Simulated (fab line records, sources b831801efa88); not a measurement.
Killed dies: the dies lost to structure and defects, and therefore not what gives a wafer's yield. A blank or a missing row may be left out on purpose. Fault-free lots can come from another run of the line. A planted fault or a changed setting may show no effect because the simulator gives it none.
Which tool is to blame? | flow sky130 | 6 lots with 18 wafers sampled at 4 steps, on a route of 708 steps

WHAT EACH GAUGE READ, for each wafer
SKY_SONOS_ONO_THK_MEAS_03.
lot  | measured     | on            | SONOS_ONO_CVD_02_THK (nm)
L505 | day 11 17:34 | film metro-03 | 10.67 10.79 10.72
L512 | day 14 11:59 | film metro-04 | 10.70 10.52 10.55
L514 | day 15 02:15 | film metro-04 | 10.67 10.66 10.51
L516 | day 15 14:44 | film metro-03 | 10.52 10.42 10.40
L518 | day 16 01:17 | film metro-01 | 10.56 10.50 10.64
L526 | day 19 15:19 | film metro-04 | 9.84 9.88 9.84

WHICH TOOL RAN EACH LOT (tool, then ch and the chambers of the sampled wafers, then the start)
lot  | SKY_VT_ADJUST_LVTN_STRIP_09          | SKY_VT_ADJUST_LVTN_STRIP_20          | SKY_SONOS_ONO_CVD_02
L505 | plasma asher-01 ch 0,1, day 7 02:29  | plasma asher-04 ch 0,1, day 7 20:53  | lpcvd-02 ch 0, day 11 16:31
L512 | plasma asher-02 ch 0,1, day 9 03:10  | plasma asher-02 ch 0,1, day 10 01:56 | lpcvd-02 ch 1, day 14 10:55
L514 | plasma asher-01 ch 0,1, day 9 13:58  | plasma asher-02 ch 0,1, day 10 13:13 | lpcvd-02 ch 0, day 15 01:11
L516 | plasma asher-01 ch 0,1, day 10 05:10 | plasma asher-04 ch 1, day 11 05:10   | lpcvd-02 ch 0, day 15 13:41
L518 | plasma asher-02 ch 0,1, day 10 14:56 | plasma asher-04 ch 1, day 11 15:06   | lpcvd-02 ch 0, day 16 00:14
L526 | plasma asher-01 ch 0,1, day 13 06:25 | plasma asher-04 ch 0, day 14 07:41   | lpcvd-02 ch 1, day 19 14:16
- SKY_VT_ADJUST_LVTN_STRIP_09: strips in O2/N2.
- SKY_VT_ADJUST_LVTN_STRIP_20: strips in O2/N2.
- SKY_SONOS_ONO_CVD_02: deposits Si3N4 from DCS/NH3, target thk 10.5 nm, time 180 s.

THE ANSWER, worked out from the rows above alone
Rule: the lots themselves supply what counts as usual. Put in order of their means at a reading, lots are off if they are a third of the lots or fewer, leave a main group of 4 or more, and stand apart from it by a gap of 3 or more times the standard deviation of the main group's means; of several such gaps the widest counts. If all means in a main group match to the digits the tables above print for the reading, that group is not used. Also off: a lot with no number at a reading for which 4 or more lots have one. Where the step has rows for the other lots, those lots are counted as sound.
Off: L526, seen at SKY_SONOS_ONO_THK_MEAS_03 (SONOS_ONO_CVD_02_THK). The main group has a mean of 10.59 nm with a standard deviation of 0.09.
If a tool, at a process step before that reading, ran all the lots that are off and no sound lot after the first of them, it fits. Gauges at SKY_SONOS_ONO_THK_MEAS_03: tried the same way as those tools. Can't be told from this: 4 tools fit, plasma asher-01 at SKY_VT_ADJUST_LVTN_STRIP_09, plasma asher-04 at SKY_VT_ADJUST_LVTN_STRIP_20, lpcvd-02 at SKY_SONOS_ONO_CVD_02, film metro-04 at SKY_SONOS_ONO_THK_MEAS_03.

WHAT THE SIMULATOR HAD INSERTED
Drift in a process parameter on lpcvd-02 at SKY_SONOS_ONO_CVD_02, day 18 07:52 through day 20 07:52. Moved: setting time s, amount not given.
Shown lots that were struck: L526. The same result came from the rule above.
